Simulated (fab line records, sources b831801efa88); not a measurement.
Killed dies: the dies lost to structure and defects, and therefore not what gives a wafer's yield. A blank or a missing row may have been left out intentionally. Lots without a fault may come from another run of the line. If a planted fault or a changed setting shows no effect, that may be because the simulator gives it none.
2 desks, one fault / flow sky130 / every desk sees just its own numbers, and what lay behind them comes last

THE TOOL OWNER'S DESK: implanter-01
The tool's own readings at SKY_VT_ADJUST_LVTN_IMPLANT_19: means of the sampled wafers that have a number, for each lot that ran on this tool. Any lot whose mean is over 4 standard deviations away from the usual mean is out of limits and marked OUT; that distance is given in the brackets.
Columns: A = dose ions cm2 at SKY_VT_ADJUST_LVTN_IMPLANT_19, usual 6.499e+11; B = faraday current uA at SKY_VT_ADJUST_LVTN_IMPLANT_19, usual 3.67
lot=L233; first seen here=day 7 20:35; A=6.493e+11; B=3.75
lot=L239; first seen here=day 9 08:46; A=6.506e+11; B=3.70
lot=L242; first seen here=day 10 05:53; A=6.495e+11; B=3.66
lot=L245; first seen here=day 11 01:01; A=1.202e+12 (+99 or more) OUT; B=6.77 (+39) OUT
lot=L246; first seen here=day 11 05:50; A=1.202e+12 (+99 or more) OUT; B=6.93 (+41) OUT
Finding of this desk: L245, L246 out of limits; the first was L245 at day 11 01:01, on dose ions cm2 at SKY_VT_ADJUST_LVTN_IMPLANT_19. L233, L239, L242: within limits.

METROLOGY DESK
Lot by lot, what the gauges showed, no matter which tool ran the lot: averages of those sampled wafers that carry a number. Any lot whose mean is over 4 standard deviations away from the usual mean is out of limits and marked OUT; that distance is given in the brackets.
Columns: A = cd nm at SKY_FIELD_ISO_CD_MEAS_13, usual 149.8 nm; B = VT_ADJUST_LVTN_TW at SKY_VT_ADJUST_LVTN_TW_MEAS_10, usual 241.7; C = VT_ADJUST_LVTN_2_TW at SKY_VT_ADJUST_LVTN_TW_MEAS_21, usual 187.4
lot=L233; first seen here=day 2 06:25; A=149.7; B=243.3; C=190.0
lot=L235; first seen here=day 2 14:25; A=152.1; B=241.4; C=189.3
lot=L239; first seen here=day 3 10:59; A=152.7; B=243.4; C=185.7
lot=L240; first seen here=day 3 17:40; A=150.3; B=238.6; C=188.1
lot=L241; first seen here=day 3 21:38; A=146.6; B=239.1; C=189.4
lot=L242; first seen here=day 4 03:40; A=148.8; B=238.8; C=190.1
lot=L245; first seen here=day 4 18:53; A=150.0; B=244.1; C=223.5 (+18) OUT
lot=L246; first seen here=day 5 00:39; A=151.1; B=244.8; C=221.0 (+17) OUT
lot=L251; first seen here=day 6 03:02; A=149.0; B=242.3; C=186.9
lot=L252; first seen here=day 6 06:38; A=148.7; B=242.3; C=190.0
lot=L253; first seen here=day 6 13:07; A=148.9; B=242.7; C=188.7
lot=L254; first seen here=day 6 19:19; A=147.8; B=240.7; C=189.5
Per this desk, out of limits: L245, L246; the first was L245, day 11 01:16 (VT_ADJUST_LVTN_2_TW at SKY_VT_ADJUST_LVTN_TW_MEAS_21). L233, L235, L239, L240, L241, L242, L251, L252, L253, L254: within limits.

ALL TOGETHER
The tool owner's desk had the chance to raise an alarm at day 11 01:01 on L245, L246.
At day 11 01:16 the metrology desk could have sounded an alarm, on L245, L246.
Every lot named ran SKY_VT_ADJUST_LVTN_IMPLANT_19 on implanter-01.

WHAT HAD BEEN PUT IN BY THE SIMULATOR
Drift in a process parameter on implanter-01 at SKY_VT_ADJUST_LVTN_IMPLANT_19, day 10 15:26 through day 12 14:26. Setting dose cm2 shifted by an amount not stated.
Lots struck among those shown: L245, L246.
Hours from the fault's start to each desk's first reading out of limits: the tool owner's desk, 10; the metrology desk, 10.
